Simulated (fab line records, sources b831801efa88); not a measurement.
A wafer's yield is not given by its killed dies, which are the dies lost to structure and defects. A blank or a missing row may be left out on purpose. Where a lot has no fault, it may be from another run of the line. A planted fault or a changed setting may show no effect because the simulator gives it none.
Which tool did it? + flow sky130 + route of 708 steps, sampled at 1 step: 12 lots, 36 wafers

WHAT THE GAUGES SHOWED, per wafer
SKY_CAPM_THK_MEAS_04: measures by xrf. Usual: CAPM_TIN_THK typically reads 200.2 nm, with standard deviation 2.3.
| lot  | measured     | on            | CAPM_TIN_THK (nm) | flag |
|------|--------------|---------------|-------------------|------|
| L731 | day 36 09:22 | film-metro-02 | 204.3 203.6 200.9 |      |
| L732 | day 36 13:18 | film-metro-02 | 198.8 202.3 201.5 |      |
| L733 | day 37 01:50 | film-metro-01 | 196.1 194.8 197.4 |      |
| L734 | day 37 07:41 | film-metro-03 | 196.2 198.7 201.6 |      |
| L735 | day 37 20:50 | film-metro-02 | 195.7 198.7 197.2 |      |
| L736 | day 38 00:01 | film-metro-02 | 201.4 202.1 200.9 |      |
| L737 | day 38 08:14 | film-metro-02 | 204.0 203.1 200.7 |      |
| L738 | day 38 13:22 | film-metro-01 | 198.5 199.4 197.8 |      |
| L739 | day 39 04:56 | film-metro-01 | 198.8 198.2 201.7 |      |
| L748 | day 41 22:34 | film-metro-01 | 199.4 196.1 200.0 |      |
| L753 | day 43 13:06 | film-metro-03 | 202.1 196.9 199.2 |      |
| L751 | day 43 13:55 | film-metro-03 | 201.2 202.3 201.2 |      |

TOOL THAT RAN EACH LOT (tool first, then ch and the chambers of the sampled wafers, then the start)
The record holds no process step before these readings.

WHAT THE TOOLS THEMSELVES READ (means of the sampled wafers that have a number; where no wafer has one, the mark that the record gives instead)
The record holds no such reading with a usual standard deviation.

THE ANSWER, worked out from the rows above alone
Rule: lot off if the mean of its wafers having a number is beyond 3 standard deviations from the usual mean. A lot without any number at a reading at which 4 lots or more have one is off too. Where the step has rows for the other lots, those lots are counted as sound. The gauges are gone through in route order, then the tools' own readings, and for those a lot's mean is taken as printed above. The first step at which some lot is off is used, and at that step the reading that is off furthest; a lot without a number counts as furthest.
No lot is off on any of the readings shown, so nothing can be concluded from this.

WHAT WAS PUT IN BY THE SIMULATOR
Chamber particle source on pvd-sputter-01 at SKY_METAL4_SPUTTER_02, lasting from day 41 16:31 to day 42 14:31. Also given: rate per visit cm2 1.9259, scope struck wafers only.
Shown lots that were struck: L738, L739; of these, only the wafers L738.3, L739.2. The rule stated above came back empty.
